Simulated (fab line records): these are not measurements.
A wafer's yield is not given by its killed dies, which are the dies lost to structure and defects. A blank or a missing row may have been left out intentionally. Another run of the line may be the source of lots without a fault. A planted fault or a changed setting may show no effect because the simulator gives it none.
Which of the tools did it?	flow gf180mcu	at 1 step of a route of 602, 7 lots with 21 wafers sampled

## WHAT THE GAUGES SHOWED, per wafer
GF_STI_BOW_MEAS_00.
lot	measured	on	INCOMING_BOW (um)
L738	day 1 15:00	film metro-03	-1 2 0
L742	day 2 11:00	film metro-04	-3 -2 9
L744	day 2 21:00	film metro-04	-6 9 -7
L748	day 3 17:02	film metro-03	4 2 4
L752	day 4 13:01	film metro-02	5 0 1
L756	day 5 09:00	film metro-04	-17 -2 0
L759	day 6 00:00	film metro-03	-1 -13 -2

## TOOL THAT RAN EACH LOT (tool first, then ch and the chambers of the sampled wafers, then the start)
The record holds no process step before these readings.

## THE ANSWER, worked out from the rows above alone
Rule: the usual values come from the lots themselves. The widest of any qualifying gaps counts: lots, ordered by their means at a reading, are off when they make up no more than a third of the lots, leave a main group of 4 or more, and stand apart from it by 3 or more times the standard deviation of that group's means. A main group is skipped when, at the precision printed for the reading in the tables above, its means are all equal. A lot without any number at a reading at which 4 lots or more have one is off too. The other lots that the step has rows for count as sound.
No lot is off on any of the readings shown, so nothing can be concluded from this.

## WHAT THE SIMULATOR HAD PUT IN
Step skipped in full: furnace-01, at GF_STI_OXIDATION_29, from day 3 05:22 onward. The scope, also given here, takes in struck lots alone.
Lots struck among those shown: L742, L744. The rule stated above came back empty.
